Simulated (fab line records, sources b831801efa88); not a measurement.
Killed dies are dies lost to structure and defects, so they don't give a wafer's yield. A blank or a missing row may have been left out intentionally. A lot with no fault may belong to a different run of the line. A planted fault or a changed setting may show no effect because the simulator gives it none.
Matching of chambers / flow sfqLine / 4 sister chambers for SFQ_TRILAYER_I0_CMP_CMP_028 on cmp-02
The step polishes SiO2. 4 wafers are shown with their chamber, then 7 later ones without.

## WAFERS PAIRED WITH THEIR CHAMBERS
wafer=L639.2; chamber=0; motorCurrentA (A)=8.8
wafer=L639.5; chamber=2; motorCurrentA (A)=8.5
wafer=L641.4; chamber=1; motorCurrentA (A)=10.0
wafer=L641.5; chamber=3; motorCurrentA (A)=9.0

## WAFERS WITHOUT THEIR CHAMBER
wafer=L641.6; motorCurrentA (A)=9.6
wafer=L649.2; motorCurrentA (A)=10.0
wafer=L649.4; motorCurrentA (A)=8.6
wafer=L649.6; motorCurrentA (A)=8.9
wafer=L657.1; motorCurrentA (A)=8.8
wafer=L657.3; motorCurrentA (A)=8.4
wafer=L657.5; motorCurrentA (A)=9.9

## THE CHAMBER EACH PASSED THROUGH
wafer=L641.6; from the rows above=can't be placed: 1 or 3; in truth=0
wafer=L649.2; from the rows above=1; in truth=1
wafer=L649.4; from the rows above=can't be placed: 2 or 0 or 3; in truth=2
wafer=L649.6; from the rows above=can't be placed: 0 or 3 or 2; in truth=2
wafer=L657.1; from the rows above=can't be placed: 0 or 3 or 2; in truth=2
wafer=L657.3; from the rows above=can't be placed: 2 or 0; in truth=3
wafer=L657.5; from the rows above=1; in truth=1
Correctly placed: 2 of 7. From these rows, 5 cannot be placed; in 3 the true chamber is one of the candidates. Placed wrongly: 0.
How it was worked out, from the rows above alone: a wafer's distance from a chamber is the root of the sum, over the readings, of the square of ((its reading less the chamber's mean) divided by the reading's scatter). If the next closest chamber is less than 2 further off than the closest, the wafer can't be placed; otherwise it belongs to the closest. For every chamber, the mean is computed from those of its wafers that are shown. The scatter (one wafer shown for each chamber): square how far every hidden wafer sits from the nearest shown wafer, average those squares and take the square root.
